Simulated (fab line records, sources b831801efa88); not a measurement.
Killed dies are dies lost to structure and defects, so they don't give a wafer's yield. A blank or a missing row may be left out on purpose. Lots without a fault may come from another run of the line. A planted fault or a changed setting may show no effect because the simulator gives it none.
One fault seen from 2 desks | flow gf180mcu | each desk has only its own numbers; what lay behind them comes last

THE METROLOGY DESK
What the gauges read, lot by lot, whatever tool the lot ran on: means of the sampled wafers that have a number. A lot is out of limits, marked OUT, if its mean lies more than 4 standard deviations from the usual mean; the brackets give that distance.
Columns: A = cd_nm at GF_V4_CD_MEAS_14, usual 259.9 nm; B = V4_OVL at GF_V4_OVL_MEAS_15, usual 0 nm
lot  | first seen here | A     | B
L890 | day 24 01:49    | 257.7 | -7
L891 | day 24 13:49    | 259.9 | -2
L892 | day 25 00:49    | 260.5 | -2
L894 | day 25 13:52    | 261.2 | 2
L897 | day 26 23:56    | 260.5 | 4
L900 | day 27 19:11    | 261.2 | -1
L902 | day 28 06:45    | 260.4 | -8
L907 | day 29 19:31    | 259.4 | -14
L909 | day 30 11:53    | 260.7 | 3
L910 | day 30 14:34    | 260.3 | -7
L912 | day 31 06:08    | 262.1 | 3
L913 | day 31 10:19    | 260.8 | 6
This desk's finding: nothing out of limits on any of the 12 lots.

THE TOOL OWNER'S DESK: rie_diel-04
The tool's own readings at GF_V4_ETCH_16 (etches BARC in N2/H2): means of the sampled wafers that have a number, for each lot that ran on this tool. A lot is out of limits, marked OUT, if its mean lies more than 4 standard deviations from the usual mean; the brackets give that distance.
Columns: A = chamber_pressure_mTorr at GF_V4_ETCH_16, usual 30.001 mTorr; B = drypump_motor_current_A at GF_V4_ETCH_16, usual 5.7 A; C = oes_product_au at GF_V4_ETCH_16, usual 0.856 a.u.; D = throttle_valve_pct at GF_V4_ETCH_16, usual 13.225 %
lot  | first seen here | A                        | B   | C     | D
L894 | day 25 14:01    | 29.995                   | 6.0 | 0.856 | 13.231
L900 | day 27 19:20    | 24.028 (-99 or more) OUT | 5.6 | 0.857 | 13.226
L902 | day 28 06:52    | 24.035 (-99 or more) OUT | 5.9 | 0.859 | 13.223
This desk's finding: out of limits on L900, L902; first on L900, day 27 19:20 (chamber_pressure_mTorr at GF_V4_ETCH_16). In limits: L894.

PUT TOGETHER
The tool owner's desk could have raised an alarm at day 27 19:20, on L900, L902.
The metrology desk saw nothing out of limits.
The metrology desk has L900, L902 on record, within its limits.
Of the lots named, all ran GF_V4_ETCH_16 on rie_diel-04.

WHAT THE SIMULATOR HAD PUT IN
Process parameter drift: rie_diel-04, from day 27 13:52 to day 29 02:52, at GF_V4_ETCH_16. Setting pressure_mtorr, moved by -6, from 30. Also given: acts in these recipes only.
Lots struck among those shown: L900, L902.
Hours from the fault's start to each desk's first reading out of limits: the tool owner's desk, 5.
